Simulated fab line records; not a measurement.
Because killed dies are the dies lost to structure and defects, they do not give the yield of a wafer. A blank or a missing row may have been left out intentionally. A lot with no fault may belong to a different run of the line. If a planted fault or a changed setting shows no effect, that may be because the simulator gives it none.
What tool caused it? + flow gf180mcu + 24 lots, 72 wafers sampled, at 6 steps of a route of 602

== WHAT THE GAUGES READ, wafer by wafer ==
GF_V5_THK_MEAS_01. Usual: V5_CVD_00_THK typically reads 301 nm, with standard deviation 3.7.
| lot  | measured     | on            | V5_CVD_00_THK (nm) | flag |
|------|--------------|---------------|--------------------|------|
| L074 | day 26 07:44 | film metro-04 | 303 293 303        |      |
| L075 | day 26 10:52 | film metro-02 | 302 301 297        |      |
| L076 | day 26 22:02 | film metro-02 | 303 296 301        |      |
| L077 | day 27 16:09 | film metro-04 | 300 295 297        |      |
| L078 | day 27 18:49 | film metro-02 | 306 301 298        |      |
| L079 | day 28 02:44 | film metro-01 | 304 298 305        |      |
| L080 | day 28 08:47 | film metro-01 | 310 309 299        |      |
| L081 | day 28 17:17 | film metro-01 | 303 296 303        |      |
| L082 | day 28 21:35 | film metro-04 | 304 307 301        |      |
| L083 | day 29 01:06 | film metro-01 | 306 298 305        |      |
| L084 | day 29 11:02 | film metro-02 | 305 303 297        |      |
| L085 | day 30 00:11 | film metro-04 | 303 302 297        |      |
| L086 | day 30 06:37 | film metro-02 | 302 302 302        |      |
| L087 | day 30 09:14 | film metro-01 | 298 301 302        |      |
| L088 | day 30 12:14 | film metro-04 | 304 305 307        |      |
| L089 | day 30 23:35 | film metro-04 | 297 298 298        |      |
| L090 | day 31 02:31 | film metro-04 | 294 302 302        |      |
| L091 | day 31 09:05 | film metro-04 | 303 301 306        |      |
| L092 | day 31 18:43 | film metro-04 | 298 293 298        |      |
| L093 | day 31 19:14 | film metro-02 | 304 299 299        |      |
| L094 | day 32 01:05 | film metro-02 | 302 307 303        |      |
| L095 | day 32 09:13 | film metro-01 | 301 300 307        |      |
| L096 | day 32 10:26 | film metro-02 | 300 302 296        |      |
| L097 | day 32 19:36 | film metro-04 | 300 301 304        |      |

GF_TOP_METAL_THK_MEAS_06: measures by xrf. Usual: TOP_METAL_ALCU_THK typically reads 891 nm, with standard deviation 12.
| lot  | measured     | on            | TOP_METAL_ALCU_THK (nm) | flag |
|------|--------------|---------------|-------------------------|------|
| L074 | day 27 06:37 | film metro-02 | 900 879 881             |      |
| L075 | day 27 09:30 | film metro-03 | 892 915 891             |      |
| L076 | day 27 20:46 | film metro-03 | 923 892 933             |      |
| L077 | day 28 14:11 | film metro-02 | 896 899 896             |      |
| L078 | day 28 17:40 | film metro-03 | 891 888 897             |      |
| L079 | day 29 00:36 | film metro-02 | 895 910 907             |      |
| L080 | day 29 06:11 | film metro-01 | 879 881 886             |      |
| L081 | day 29 15:04 | film metro-02 | 866 856 878             |      |
| L082 | day 29 18:55 | film metro-01 | 892 890 894             |      |
| L083 | day 29 22:20 | film metro-01 | 894 902 886             |      |
| L084 | day 30 08:31 | film metro-03 | 898 905 891             |      |
| L085 | day 30 21:26 | film metro-02 | 891 887 892             |      |
| L086 | day 31 03:23 | film metro-02 | 889 872 864             |      |
| L087 | day 31 05:36 | film metro-02 | 885 900 882             |      |
| L088 | day 31 09:07 | film metro-02 | 885 882 878             |      |
| L089 | day 31 19:28 | film metro-03 | 874 874 901             |      |
| L090 | day 31 22:49 | film metro-02 | 891 889 895             |      |
| L091 | day 32 05:01 | film metro-03 | 898 884 902             |      |
| L092 | day 32 13:04 | film metro-01 | 895 909 891             |      |
| L093 | day 32 14:22 | film metro-03 | 903 902 902             |      |
| L094 | day 32 20:25 | film metro-03 | 908 876 906             |      |
| L095 | day 33 03:53 | film metro-02 | 884 888 900             |      |
| L096 | day 33 05:01 | film metro-01 | 886 891 895             |      |
| L097 | day 33 14:08 | film metro-02 | 884 880 882             |      |

GF_TOP_METAL_OVL_MEAS_15. Usual: TOP_METAL_OVL typically reads -0.6 nm, with standard deviation 1.5.
| lot  | measured     | on         | TOP_METAL_OVL (nm) | flag |
|------|--------------|------------|--------------------|------|
| L074 | day 28 02:25 | overlay-01 | -0.7 -0.9 -0.9     |      |
| L075 | day 28 05:44 | overlay-01 | 2.1 -0.5 1.1       |      |
| L076 | day 28 16:46 | overlay-01 | 0.7 1.0 1.2        |      |
| L077 | day 29 09:32 | overlay-01 | -0.7 -1.9 -1.4     |      |
| L078 | day 29 12:55 | overlay-01 | 0.4 1.9 -0.9       |      |
| L079 | day 29 19:31 | overlay-02 | -2.3 -1.0 0.4      |      |
| L080 | day 30 00:01 | overlay-02 | -0.4 -2.6 -4.0     |      |
| L081 | day 30 09:37 | overlay-01 | 0.2 1.4 -0.2       |      |
| L082 | day 30 13:55 | overlay-02 | -2.7 -3.2 -3.6     |      |
| L083 | day 30 16:32 | overlay-01 | 0.5 2.5 0.4        |      |
| L084 | day 31 02:10 | overlay-01 | 0.6 1.8 0.6        |      |
| L085 | day 31 14:56 | overlay-02 | -2.6 -3.4 -0.6     |      |
| L086 | day 31 20:07 | overlay-02 | -0.8 -2.4 -1.2     |      |
| L087 | day 31 22:10 | overlay-01 | 0.9 -0.2 0.0       |      |
| L088 | day 32 02:05 | overlay-01 | 1.0 -0.2 0.3       |      |
| L089 | day 32 11:43 | overlay-01 | -2.1 -0.8 -2.1     |      |
| L090 | day 32 14:22 | overlay-01 | 0.9 -0.1 0.2       |      |
| L091 | day 32 21:37 | overlay-01 | -2.9 0.0 -0.5      |      |
| L092 | day 33 04:55 | overlay-02 | 0.3 -1.3 0.3       |      |
| L093 | day 33 06:16 | overlay-01 | -1.4 -0.9 -1.3     |      |
| L094 | day 33 11:55 | overlay-02 | -3.4 -3.8 -3.2     |      |
| L095 | day 33 19:16 | overlay-02 | 0.7 -2.8 1.5       |      |
| L096 | day 33 19:55 | overlay-02 | 0.8 -0.8 0.0       |      |
| L097 | day 34 05:25 | overlay-01 | 1.7 1.5 1.0        |      |

GF_PASSIVATION_THK_MEAS_01. Usual: PASSIVATION_CVD_00_THK typically reads 999 nm, with standard deviation 15.
| lot  | measured     | on            | PASSIVATION_CVD_00_THK (nm) | flag |
|------|--------------|---------------|-----------------------------|------|
| L074 | day 28 03:15 | film metro-04 | 984 1015 1011               |      |
| L075 | day 28 06:34 | film metro-03 | 977 1004 996                |      |
| L076 | day 28 17:36 | film metro-01 | 986 985 994                 |      |
| L077 | day 29 10:22 | film metro-01 | 1002 1031 1000              |      |
| L078 | day 29 13:44 | film metro-01 | 1003 996 988                |      |
| L079 | day 29 20:25 | film metro-03 | 982 975 992                 |      |
| L080 | day 30 00:53 | film metro-01 | 980 1001 994                |      |
| L081 | day 30 10:29 | film metro-03 | 1002 1004 1020              |      |
| L082 | day 30 14:45 | film metro-03 | 1008 990 1019               |      |
| L083 | day 30 17:24 | film metro-01 | 973 993 1005                |      |
| L084 | day 31 03:05 | film metro-03 | 982 1013 1002               |      |
| L085 | day 31 15:52 | film metro-04 | 996 1021 1010               |      |
| L086 | day 31 20:59 | film metro-04 | 991 976 1000                |      |
| L087 | day 31 23:07 | film metro-03 | 986 1014 1005               |      |
| L088 | day 32 03:11 | film metro-03 | 991 1012 1000               |      |
| L089 | day 32 12:34 | film metro-03 | 993 972 982                 |      |
| L090 | day 32 15:12 | film metro-01 | 977 976 1018                |      |
| L091 | day 32 22:29 | film metro-01 | 983 989 1013                |      |
| L092 | day 33 05:51 | film metro-04 | 997 1025 1006               |      |
| L093 | day 33 07:05 | film metro-01 | 1018 1031 1017              |      |
| L094 | day 33 12:52 | film metro-04 | 1017 983 1001               |      |
| L095 | day 33 20:11 | film metro-01 | 972 1013 993                |      |
| L096 | day 33 20:46 | film metro-01 | 998 1004 1023               |      |
| L097 | day 34 06:14 | film metro-01 | 987 1016 1022               |      |

== WHAT TOOL EACH LOT RAN ON (gives the tool, then ch and the chambers of the sampled wafers, and finally the start) ==
| lot  | GF_MIM_CVD_05                   | GF_V5_CMP_04                  |
|------|---------------------------------|-------------------------------|
| L074 | pecvd-04 ch 0,1,2, day 24 11:58 | cmp-01 ch 2,3, day 26 07:57   |
| L075 | pecvd-02 ch 0,1,2, day 24 15:05 | cmp-02 ch 0,1, day 26 11:03   |
| L076 | pecvd-04 ch 0,1, day 25 04:13   | cmp-02 ch 2,3, day 26 22:19   |
| L077 | pecvd-02 ch 0,1, day 25 21:05   | cmp-02 ch 1,2, day 27 16:24   |
| L078 | pecvd-04 ch 0,1,2, day 26 00:31 | cmp-02 ch 0,1,2, day 27 19:06 |
| L079 | pecvd-02 ch 1, day 26 09:02     | cmp-01 ch 0,1, day 28 02:57   |
| L080 | pecvd-01 ch 0,2, day 26 15:17   | cmp-01 ch 1,2,3, day 28 09:03 |
| L081 | pecvd-02 ch 0,1,2, day 27 00:19 | cmp-01 ch 0,1,2, day 28 17:38 |
| L082 | pecvd-01 ch 1,2, day 27 04:26   | cmp-01 ch 0,1,3, day 28 21:49 |
| L083 | pecvd-04 ch 0,1, day 27 08:17   | cmp-01 ch 0,1,2, day 29 01:20 |
| L084 | pecvd-01 ch 1,2, day 27 18:40   | cmp-02 ch 1,2,3, day 29 11:16 |
| L085 | pecvd-04 ch 0,1,2, day 28 08:42 | cmp-02 ch 0,1,3, day 30 00:32 |
| L086 | pecvd-02 ch 1,2, day 28 15:25   | cmp-02 ch 0,1, day 30 06:50   |
| L087 | pecvd-04 ch 0,1,2, day 28 17:51 | cmp-01 ch 0,1, day 30 09:29   |
| L088 | pecvd-02 ch 0,2, day 28 21:28   | cmp-02 ch 0,3, day 30 12:28   |
| L089 | pecvd-04 ch 0,1,2, day 29 08:56 | cmp-01 ch 0,1,3, day 30 23:49 |
| L090 | pecvd-01 ch 0,1,2, day 29 12:23 | cmp-02 ch 0,1, day 31 02:47   |
| L091 | pecvd-04 ch 0,1,2, day 29 18:30 | cmp-02 ch 1,2,3, day 31 09:34 |
| L092 | pecvd-01 ch 0,1,2, day 30 05:37 | cmp-02 ch 0,2,3, day 31 19:05 |
| L093 | pecvd-01 ch 1,2, day 30 07:31   | cmp-01 ch 1,2,3, day 31 19:28 |
| L094 | pecvd-02 ch 0,1, day 30 12:49   | cmp-02 ch 0,3, day 32 01:21   |
| L095 | pecvd-04 ch 0,1, day 30 22:04   | cmp-01 ch 2,3, day 32 09:27   |
| L096 | pecvd-01 ch 1,2, day 30 23:29   | cmp-01 ch 0,3, day 32 10:54   |
| L097 | pecvd-01 ch 0,1,2, day 31 08:02 | cmp-02 ch 0,3, day 32 19:50   |
- GF_MIM_CVD_05: deposits Si3N4, target thk 42 nm, time 29.086 s.
- GF_V5_CMP_04: polishes SiO2.

== WHAT THE TOOLS THEMSELVES READ (means of the sampled wafers that have a number; where no wafer has one, the mark that the record gives instead) ==
GF_MIM_CVD_05. Usual: heater power w 645 W, standard deviation 100; rf fwd power W 444.5 W, standard deviation 1.9; susceptor temp C 384.99 C, standard deviation 0.23.
| lot  | tool     | heater power w (W) | rf fwd power W (W) | susceptor temp C (C) | flag |
|------|----------|--------------------|--------------------|----------------------|------|
| L074 | pecvd-04 | 614                | 444.4              | 385.02               |      |
| L075 | pecvd-02 | 689                | 444.2              | 384.93               |      |
| L076 | pecvd-04 | 613                | 447.2              | 384.93               |      |
| L077 | pecvd-02 | 753                | 444.2              | 385.15               |      |
| L078 | pecvd-04 | 650                | 446.1              | 384.74               |      |
| L079 | pecvd-02 | 743                | 442.2              | 384.92               |      |
| L080 | pecvd-01 | 590                | 443.0              | 385.08               |      |
| L081 | pecvd-02 | 670                | 445.5              | 384.98               |      |
| L082 | pecvd-01 | 588                | 444.5              | 385.11               |      |
| L083 | pecvd-04 | 590                | 445.6              | 384.99               |      |
| L084 | pecvd-01 | 627                | 441.7              | 384.98               |      |
| L085 | pecvd-04 | 675                | 445.8              | 385.01               |      |
| L086 | pecvd-02 | 777                | 444.2              | 385.08               |      |
| L087 | pecvd-04 | 650                | 444.6              | 384.90               |      |
| L088 | pecvd-02 | 638                | 441.7              | 384.69               |      |
| L089 | pecvd-04 | 601                | 444.8              | 384.82               |      |
| L090 | pecvd-01 | 581                | 443.6              | 384.95               |      |
| L091 | pecvd-04 | 681                | 445.4              | 384.96               |      |
| L092 | pecvd-01 | 624                | 444.5              | 384.71               |      |
| L093 | pecvd-01 | 607                | 442.1              | 384.89               |      |
| L094 | pecvd-02 | 752                | 444.3              | 385.16               |      |
| L095 | pecvd-04 | 530                | 445.1              | 385.20               |      |
| L096 | pecvd-01 | 632                | 441.5              | 384.86               |      |
| L097 | pecvd-01 | 571                | 442.8              | 385.03               |      |

GF_V5_CMP_04. Usual: motor current A 12.6 A, standard deviation 0.77.
| lot  | tool   | motor current A (A) | flag |
|------|--------|---------------------|------|
| L074 | cmp-01 | 13.1                |      |
| L075 | cmp-02 | 11.9                |      |
| L076 | cmp-02 | 12.5                |      |
| L077 | cmp-02 | 12.7                |      |
| L078 | cmp-02 | 12.0                |      |
| L079 | cmp-01 | 13.2                |      |
| L080 | cmp-01 | 13.2                |      |
| L081 | cmp-01 | 12.9                |      |
| L082 | cmp-01 | 13.0                |      |
| L083 | cmp-01 | 13.0                |      |
| L084 | cmp-02 | 12.5                |      |
| L085 | cmp-02 | 11.9                |      |
| L086 | cmp-02 | 12.3                |      |
| L087 | cmp-01 | 13.5                |      |
| L088 | cmp-02 | 11.5                |      |
| L089 | cmp-01 | 12.9                |      |
| L090 | cmp-02 | 11.8                |      |
| L091 | cmp-02 | 12.7                |      |
| L092 | cmp-02 | 12.2                |      |
| L093 | cmp-01 | 13.2                |      |
| L094 | cmp-02 | 12.4                |      |
| L095 | cmp-01 | 12.7                |      |
| L096 | cmp-01 | 12.5                |      |
| L097 | cmp-02 | 11.6                |      |

== THE ANSWER, worked out from the rows above alone ==
Rule: a lot is off if the mean of its wafers that have a number lies more than 3 standard deviations from the usual mean. A lot without any number at a reading at which 4 lots or more have one is off too. The other lots that the step has rows for count as sound. After the gauges, taken in route order, come the tools' own readings; for these a lot's mean is taken, as printed above. The first step at which some lot is off is used, and at that step the reading that is off furthest; a lot without a number counts as furthest.
Across all readings shown, no lot is off: no conclusion can be drawn from this.

== WHAT THE SIMULATOR HAD PUT IN ==
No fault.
